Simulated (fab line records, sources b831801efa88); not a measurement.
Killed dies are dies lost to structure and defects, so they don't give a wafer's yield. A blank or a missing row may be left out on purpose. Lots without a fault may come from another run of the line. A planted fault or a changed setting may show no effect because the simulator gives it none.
A struck lot beside a sound one | flow sky130 | 17 steps out of a route of 708
Sound: wafers L327.2, L327.3, L327.4. Struck: wafers L334.3, L334.4, L334.5. The cause comes at the end.
At each step with rows: each side's tool, then ch and its chambers, then its first start. Under that, the readings that differ: sound wafers | struck wafers | difference of the means | sigmas: that difference in standard deviations of wafers without a fault.
alike: readings whose means differ by less than 2 such deviations, and words and numbers that are the same on both sides. not compared: withheld readings, readings that some wafer has no value for, bounds like >300 that may hide the same value, and numbers for which the record gives no deviation and whose values overlap.
The two part at a step that has a row with sigmas, a row that says differs or no value, or rows on one side only. Numbers that don't overlap but have no deviation are shown without sigmas and don't part them. A reading that every wafer of one side lacks parts them only if that side has two wafers or more.

first, 1 step without rows for these wafers: SKY_VT_ADJUST_LVTN_IMPLANT_19.
SKY_VT_ADJUST_LVTN_STRIP_20: strips in O2/N2.
  sound on plasma_asher-04 ch 0,1, day 8 18:33; struck on plasma_asher-04 ch 0,1, day 10 18:56
  alike: drypump_motor_current_A, oes_product_au, strip_time_to_endpoint_s
  not compared: rf_hours_counter_h
SKY_VT_ADJUST_LVTN_TW_MEAS_21:
  sound on film_metro-02, day 8 18:40; struck on film_metro-02, day 10 19:01
  alike: VT_ADJUST_LVTN_2_TW
then, 7 steps without rows for these wafers: SKY_VT_ADJUST_NCORE_DEHYDRATE_00 (time 60 s); SKY_VT_ADJUST_NCORE_HMDS_01 (prime time 60 s); SKY_VT_ADJUST_NCORE_COAT_02 (resist thk 1140 nm); SKY_VT_ADJUST_NCORE_SOFTBAKE_03 (time 60 s); SKY_VT_ADJUST_NCORE_EXPOSE_04 (exposes mask LVTN COMPLEMENT THIN, target cd 380 nm); SKY_VT_ADJUST_NCORE_PEB_05; SKY_VT_ADJUST_NCORE_DEVELOP_06 (develop time 60 s).
SKY_VT_ADJUST_NCORE_CD_MEAS_07: target cd 380 nm.
  sound on cd_sem-01, day 9 15:31; struck on cd_sem-02, day 11 17:30
  alike: cd_nm
SKY_VT_ADJUST_NCORE_OVL_MEAS_08:
  sound on overlay-01, day 9 15:37; struck on overlay-01, day 11 17:35
  alike: VT_ADJUST_NCORE_OVL
SKY_VT_ADJUST_NCORE_IMPLANT_09:
  sound on implanter-02 ch 0, day 9 15:41; struck on implanter-02 ch 0, day 11 17:40
  reading            | sound                            | struck                           | difference  | sigmas
  dose_ions_cm2      | 2.3999e+12 2.4015e+12 2.4002e+12 | 3.8675e+12 3.8644e+12 3.8676e+12 | +1.4660e+12 | +99 or more
  faraday_current_uA | 13.11 13.58 14.08                | 21.66 21.80 21.32                | +8.00       | +29
SKY_VT_ADJUST_NCORE_STRIP_10: strips in O2/N2.
  sound on plasma_asher-03 ch 0,1, day 9 15:48; struck on plasma_asher-02 ch 0,1, day 11 17:48
  alike: drypump_motor_current_A, oes_product_au, strip_time_to_endpoint_s
  not compared: rf_hours_counter_h
SKY_VT_ADJUST_NCORE_TW_MEAS_11:
  sound on film_metro-04, day 9 15:55; struck on film_metro-02, day 11 17:53
  reading            | sound             | struck            | difference | sigmas
  VT_ADJUST_NCORE_TW | 218.5 218.8 218.0 | 251.2 252.3 253.0 | +33.7      | +28
then, 1 step without rows for these wafers: SKY_VT_ADJUST_HVTR_DEHYDRATE_00 (time 60 s).
-- the record jumps here: 36 days lie between the struck wafers' starts before and after (it left off in module VT_ADJUST_HVTR and takes up again in module PAD_OPEN, whose first step shown is number 708 of the route) --
SKY_PAD_OPEN_PROBE_99:
  the record has rows for the struck wafers here (prober-02, day 48 03:49) and none for the sound ones

WHERE THEY PART
First at SKY_VT_ADJUST_NCORE_IMPLANT_09; last, within this record, at SKY_PAD_OPEN_PROBE_99.

WHY: what the simulator had put in
Process parameter drift: implanter-02, from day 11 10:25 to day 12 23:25, at SKY_VT_ADJUST_NCORE_IMPLANT_09. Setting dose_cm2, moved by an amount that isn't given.
